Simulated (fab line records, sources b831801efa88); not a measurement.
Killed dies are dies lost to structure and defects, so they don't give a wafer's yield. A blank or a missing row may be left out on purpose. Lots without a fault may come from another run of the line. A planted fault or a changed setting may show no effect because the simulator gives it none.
fab line records | flow gf180mcu
record lots=6 wafers=18 last_day=34
route steps=602 shown TOP_METAL@571
lots that met no fault: from a run of the same line without faults
start_h: hours from the record's first day to the start of the lot's first wafer shown | wait_h: hours since the lot's step before | " the same as in the row above | L1.1+2: a row that stands for several wafers | - no value, or no start given | * or withheld: withheld | < > ~ a bound
route shown NAME@n: a module of which the file shows steps, and the number in the route of the first | usual: mean/standard deviation of fault-free wafers | same: alike in all rows | chamber/n: place in a boat | sites: the reading at each site | _std_site: their standard deviation | _edge_site: outer sites' mean less inner sites' | radius_mm: how far each site lies from the wafer's centre | mask NAME#n: copy n | behind: the tool/chamber that last shaped the wafer | hold: why the lot was held/for how many hours/how that ended | device: the transistor (n, p or np) that didn't switch | end of line: the same wafers' tests at the end of the route | a step without rows: its recipe alone | killed: dies lost to structure and defects at the first sort, not the wafer's yield | map: a wafer's dies, x killed, . not, _ none there
set.NAME: the setting as run; set.NAME@STEP: as run at that earlier step | model.NAME: the simulator's own value behind a step, which no gauge read
lots at some steps of the route; a table a step, a row a wafer
services: from which hour (start_h, from the record's first day; less than 0 if before it) a tool's chamber was out of use, for how many hours, and why
## steps
# step GF_TOP_METAL_SPUTTER_04
# recipe material=TiN target_thk_nm=25 power_w=6500 time_s=20.8 chamber_pressure_pa=0.4
# usual throttle_valve_pct=30.1/1.1
# columns lot.wafer tool chamber start_h wait_h throttle_valve_pct
L541.1 pvd_sputter-03 - 662.01 0.0 29.0
L541.2 " - " " 28.4
L541.3 " - " " 29.8
L549.1 pvd_sputter-03 - 717.26 0.0 29.1
L549.2 " - " " 29.2
L549.3 " - " " 28.3
L550.3 pvd_sputter-01 - 723.23 0.0 30.2
L550.4 " - " " 29.5
L550.6 " - " " 32.9
L551.1 pvd_sputter-01 - 725.43 0.0 29.9
L551.2 " - " " 29.6
L551.4 " - " " 32.9
L559.2 pvd_sputter-03 - 771.74 0.0 29.1
L559.3 " - " " 29.7
L559.5 " - " " 29.4
L560.1 pvd_sputter-02 - 772.86 0.0 31.2
L560.4 " - " " 29.4
L560.6 " - " " 29.5
# step GF_TOP_METAL_RS_MEAS_05
# recipe thk_meas_gauge=four-point-probe reads=TiN_of_TOP_METAL_SPUTTER_04+Ti_of_TOP_METAL_SPUTTER_03+AlCu_of_TOP_METAL_SPUTTER_02+TiN_of_TOP_METAL_SPUTTER_01+Ti_of_TOP_METAL_SPUTTER_00
# usual TOP_METAL_ALCU_RS=0.0327/0.00041
# columns lot.wafer tool chamber start_h wait_h TOP_METAL_ALCU_RS[ohm/sq]
L541.1 film_metro-02 - 662.04 0.0 0.0323
L541.2 " - " " 0.0327
L541.3 " - " " 0.0320
L549.1 film_metro-02 - 717.29 0.0 0.0331
L549.2 " - " " 0.0324
L549.3 " - " " 0.0328
L550.3 film_metro-02 - 723.30 0.1 0.0325
L550.4 " - " " 0.0329
L550.6 " - " " 0.0327
L551.1 film_metro-02 - 725.46 0.0 0.0321
L551.2 " - " " 0.0321
L551.4 " - " " 0.0320
L559.2 film_metro-02 - 771.78 0.0 0.0327
L559.3 " - " " 0.0324
L559.5 " - " " 0.0328
L560.1 film_metro-01 - 772.89 0.0 0.0323
L560.4 " - " " 0.0320
L560.6 " - " " 0.0321
# step GF_TOP_METAL_THK_MEAS_06
# recipe thk_meas_gauge=xrf reads=AlCu_of_TOP_METAL_SPUTTER_02
# usual TOP_METAL_ALCU_THK=891/12
# columns lot.wafer tool chamber start_h wait_h TOP_METAL_ALCU_THK[nm]
L541.1 film_metro-02 - 662.16 0.1 900
L541.2 " - " " 887
L541.3 " - " " 909
L549.1 film_metro-02 - 717.41 0.1 881
L549.2 " - " " 893
L549.3 " - " " 888
L550.3 film_metro-02 - 723.40 0.1 883
L550.4 " - " " 877
L550.6 " - " " 880
L551.1 film_metro-02 - 725.58 0.1 900
L551.2 " - " " 902
L551.4 " - " " 898
L559.2 film_metro-02 - 771.89 0.1 892
L559.3 " - " " 894
L559.5 " - " " 885
L560.1 film_metro-01 - 773.01 0.1 898
L560.4 " - " " 913
L560.6 " - " " 913
# step GF_TOP_METAL_DEHYDRATE_07
# recipe temp_c=200 time_s=60
# step GF_TOP_METAL_HMDS_08
# recipe prime_time_s=60 prime_temp_c=120
# step GF_TOP_METAL_COAT_09
# recipe resist=NOVOLAK spin_rpm=3000 resist_thk_nm=1500
# step GF_TOP_METAL_SOFTBAKE_10
# recipe temp_c=90 time_s=60 resist=NOVOLAK
# step GF_TOP_METAL_EXPOSE_11
# recipe mask_id=MetalTop target_cd_nm=440 na=0.6 source_shape=conventional sigma_outer=0.6 dose_mj=166.5
# step GF_TOP_METAL_PEB_12
# recipe temp_c=withheld time_s=* resist=NOVOLAK
# step GF_TOP_METAL_DEVELOP_13
# recipe develop_time_s=60 dev_temp_c=23
# step GF_TOP_METAL_CD_MEAS_14
# recipe target_cd_nm=440
# usual cd_nm=440.5/2.1
# columns lot.wafer tool chamber start_h wait_h cd_nm
L541.1 cd_sem-01 - 681.40 0.1 440.4
L541.2 " - " " 441.6
L541.3 " - " " 441.9
L549.1 cd_sem-01 - 734.79 0.1 442.8
L549.2 " - " " 440.7
L549.3 " - " " 440.2
L550.3 cd_sem-01 - 740.04 0.1 440.7
L550.4 " - " " 442.6
L550.6 " - " " 440.6
L551.1 cd_sem-02 - 742.04 0.1 438.9
L551.2 " - " " 438.1
L551.4 " - " " 439.7
L559.2 cd_sem-02 - 787.17 0.1 441.0
L559.3 " - " " 440.8
L559.5 " - " " 440.1
L560.1 cd_sem-02 - 787.80 0.1 439.9
L560.4 " - " " 435.4
L560.6 " - " " 439.7
# step GF_TOP_METAL_OVL_MEAS_15
# usual TOP_METAL_OVL=-0.6/1.5
# columns lot.wafer tool chamber start_h wait_h TOP_METAL_OVL[nm]
L541.1 overlay-01 - 681.52 0.1 -0.2
L541.2 " - " " 0.6
L541.3 " - " " -1.4
L549.1 overlay-02 - 734.91 0.1 -1.7
L549.2 " - " " -1.8
L549.3 " - " " -1.3
L550.3 overlay-02 - 740.13 0.1 -0.5
L550.4 " - " " -0.7
L550.6 " - " " -2.9
L551.1 overlay-01 - 742.16 0.1 0.6
L551.2 " - " " -0.7
L551.4 " - " " -1.3
L559.2 overlay-02 - 787.27 0.1 -0.3
L559.3 " - " " -2.4
L559.5 " - " " -0.6
L560.1 overlay-02 - 787.92 0.1 -0.6
L560.4 " - " " 0.3
L560.6 " - " " -1.5
# step GF_TOP_METAL_METAL_ETCH_16
# recipe chemistry=Cl2/BCl3 mask_material=NOVOLAK target_depth_nm=1077.5 stop_on=SiO2 pressure_mtorr=8 icp_w=800 bias_w=140 Cl2_flow_sccm=80 bcl3_flow_sccm=40 time_s=175.1
# usual bcl3_flow_sccm=40.00/0.12 bias_w=140.0/0.41 drypump_motor_current_A=5.53/0.22 oes_product_au=0.978/0.0087 throttle_valve_pct=28.243/0.012
# columns lot.wafer tool chamber start_h wait_h bcl3_flow_sccm bias_w drypump_motor_current_A oes_product_au rf_hours_counter_h throttle_valve_pct model.NOVOLAK_of_TOP_METAL_COAT_09.thk_nm
L541.1 rie_metal-03 0 681.55 0.0 39.94 140.8 5.99 0.986 13 28.232 1067
L541.2 " 1 " " 40.20 140.3 5.92 0.985 7 28.236 1062
L541.3 " 0 " " 39.89 140.4 5.97 0.999 - 28.242 1068
L549.1 rie_metal-02 0 734.95 0.0 - - - - - - 1508
L549.2 " 1 " " - - - - - - 1503
L549.3 " 1 " " - - - - - - 1505
L550.3 rie_metal-01 1 740.21 0.1 - - - - - - 1492
L550.4 " 0 " " - - - - - - 1497
L550.6 " 1 " " - - - - - - 1495
L551.1 rie_metal-01 1 742.20 0.0 39.80 139.7 5.59 0.989 5 28.242 1073
L551.2 " 0 " " 40.00 140.4 5.62 0.985 2 28.233 1078
L551.4 " 0 " " 40.00 140.1 5.60 0.991 - 28.239 1076
L559.2 rie_metal-02 1 787.30 0.0 39.84 140.2 5.27 0.982 12 28.241 1079
L559.3 " 1 " " 40.00 140.2 5.32 0.982 - 28.254 1079
L559.5 " 0 " " 39.90 140.5 5.32 0.965 - 28.269 1106
L560.1 rie_metal-01 1 787.95 0.0 39.99 140.5 5.59 0.989 7 28.228 1081
L560.4 " 0 " " 39.98 139.9 5.64 0.980 - 28.233 1078
L560.6 " 0 " " 40.01 140.0 5.61 0.983 - 28.233 1091
# step GF_TOP_METAL_STRIP_17
# recipe chemistry=O2/N2 power_w=1400 pressure_mtorr=1500 platen_temp_c=250 o2_flow_sccm=3000 n2_flow_sccm=300 overash_fraction=0.5
# usual drypump_motor_current_A=5.8/0.55 heater_power_w=315/48 oes_product_au=0.711/0.0047 strip_time_to_endpoint_s=13.59/0.13
# columns lot.wafer tool chamber start_h wait_h drypump_motor_current_A heater_power_w oes_product_au rf_hours_counter_h strip_time_to_endpoint_s
L541.1 plasma_asher-04 1 681.73 0.1 6.4 340 0.708 24 13.42
L541.2 " 0 " " 5.9 278 0.709 24 13.37
L541.3 " 1 " " 6.4 321 0.710 - 13.42
L549.1 plasma_asher-02 1 735.12 0.1 5.6 309 0.706 93 18.31
L549.2 " 0 " " 6.4 291 0.718 93 18.27
L549.3 " 0 " " 6.4 292 0.716 - 18.29
L550.3 plasma_asher-02 0 740.36 0.1 6.4 284 0.718 - 18.14
L550.4 " 1 " " 5.6 305 0.720 - 18.19
L550.6 " 1 " " 5.7 309 0.720 - 18.19
L551.1 plasma_asher-04 1 742.37 0.1 6.4 337 0.709 32 13.49
L551.2 " 0 " " 5.9 268 0.717 32 13.55
L551.4 " 1 " " 6.4 334 0.709 - 13.53
L559.2 plasma_asher-01 1 787.48 0.1 4.7 288 0.712 5 13.55
L559.3 " 0 " " 5.7 424 0.718 - 13.55
L559.5 " 1 " " 4.7 285 0.701 - 13.88
L560.1 plasma_asher-04 1 788.13 0.1 6.4 334 0.715 37 13.59
L560.4 " 1 " " 6.4 326 0.710 - 13.54
L560.6 " 1 " " 6.4 331 0.703 - 13.71
# step GF_TOP_METAL_STRIP_18
# recipe chemistry=post_etch_residue_remover time_s=1200 temp_c=72.5
## services
# columns tool chamber start_h hours kind
pvd_sputter-02 - 654.66 4.8 repair
plasma_asher-01 - 664.22 3.0 repair
rie_metal-01 0 668.24 - clean
rie_metal-01 0 668.24 18.0 scheduled_down
rie_metal-01 0 668.24 18.0 vent_cycle
plasma_asher-02 - 671.76 19.6 repair
pvd_sputter-03 3 679.24 - consumable_replace:kit
pvd_sputter-03 3 679.24 18.0 scheduled_down
pvd_sputter-03 3 679.24 18.0 vent_cycle
plasma_asher-01 - 680.07 13.5 repair
pvd_sputter-01 0 690.80 - consumable_replace:kit
pvd_sputter-01 0 690.80 18.0 scheduled_down
pvd_sputter-01 0 690.80 18.0 vent_cycle
rie_metal-03 - 706.09 1.0 repair
pvd_sputter-02 0 714.27 - consumable_replace:kit
pvd_sputter-02 0 714.27 18.0 scheduled_down
pvd_sputter-02 0 714.27 18.0 vent_cycle
rie_metal-03 0 722.83 - clean
rie_metal-03 0 722.83 20.3 scheduled_down
rie_metal-03 0 722.83 20.3 vent_cycle
rie_metal-03 - 726.81 15.6 pm
plasma_asher-01 - 733.75 9.0 pm
plasma_asher-01 0 733.75 9.0 vent_cycle
plasma_asher-01 - 743.66 1.0 repair
## key
first_sign step=GF_TOP_METAL_METAL_ETCH_16 reading=tool_record direction=missing
effect step=GF_TOP_METAL_STRIP_17 reading=strip_time_to_endpoint_s direction=up sigmas=35 usual=* struck=*
model_effect step=GF_TOP_METAL_METAL_ETCH_16 value=NOVOLAK_of_TOP_METAL_COAT_09.thk_nm without=1085 struck=1500
met_at GF_TOP_METAL_METAL_ETCH_16
struck_wafers L549.1,L549.2,L549.3,L550.3,L550.4,L550.6
later_rows_left_out L549.1,L549.2,L549.3,L550.3,L550.4,L550.6
sort_left_out L549.1,L549.2,L549.3,L550.3,L550.4,L550.6
fault kind=skipped_step_whole tool=rie_metal-01,rie_metal-02 chamber=- onset_h=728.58 steps=GF_TOP_METAL_METAL_ETCH_16 scope=struck_lots_only
# sort_left_out: the simulated sort isn't trusted on such a fault, so these wafers' sort isn't shown, and their yield isn't known
# later_rows_left_out: the simulator's readings of these wafers behind a module that went badly wrong aren't trusted and aren't shown, but for the sort
